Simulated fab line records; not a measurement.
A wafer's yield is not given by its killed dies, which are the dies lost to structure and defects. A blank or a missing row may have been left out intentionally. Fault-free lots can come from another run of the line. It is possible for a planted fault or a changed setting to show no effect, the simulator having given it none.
Which of the tools did it? + flow gf180mcu + 36 wafers sampled from 12 lots at 1 step of a route of 602

WHAT EACH GAUGE READ, for each wafer
GF_M1_RS_MEAS_05: measurement is done with a four-point probe.
| lot  | measured     | on            | M1_ALCU_RS (ohm/sq)  |
|------|--------------|---------------|----------------------|
| L075 | day 16 01:57 | film metro-03 | 0.0693 0.0702 0.0685 |
| L077 | day 16 23:05 | film metro-04 | 0.0700 0.0698 0.0701 |
| L080 | day 18 05:48 | film metro-03 | 0.0707 0.0709 0.0706 |
| L081 | day 18 23:37 | film metro-04 | 0.0698 0.0713 0.0702 |
| L083 | day 20 05:47 | film metro-03 | 0.0693 0.0712 0.0705 |
| L084 | day 20 12:57 | film metro-04 | 0.0703 0.0706 0.0715 |
| L087 | day 21 04:15 | film metro-04 | 0.0707 0.0692 0.0705 |
| L089 | day 21 21:31 | film metro-04 | 0.0696 0.0689 0.0684 |
| L092 | day 22 13:34 | film metro-01 | 0.0686 0.0700 0.0683 |
| L093 | day 23 01:46 | film metro-01 | 0.0692 0.0686 0.0686 |
| L095 | day 24 01:07 | film metro-04 | 0.0683 0.0698 0.0698 |
| L097 | day 24 12:58 | film metro-01 | 0.0701 0.0705 0.0705 |

WHICH TOOL RAN EACH LOT (tool, then ch and the chambers of the sampled wafers, then the start)
Record: no process step prior to these readings.

THE ANSWER, worked out from the rows above alone
Rule: usual is defined by the lots themselves. The widest of any qualifying gaps counts: lots, ordered by their means at a reading, are off when they make up no more than a third of the lots, leave a main group of 4 or more, and stand apart from it by 3 or more times the standard deviation of that group's means. A main group whose means are all the same, to the digits that the tables above print for the reading, isn't used. Also off: a lot with no number at a reading for which 4 or more lots have one. Where the step has rows for the other lots, those lots are counted as sound.
Nothing can be told from this: no lot is off at any reading shown.

WHAT THE SIMULATOR HAD PUT IN
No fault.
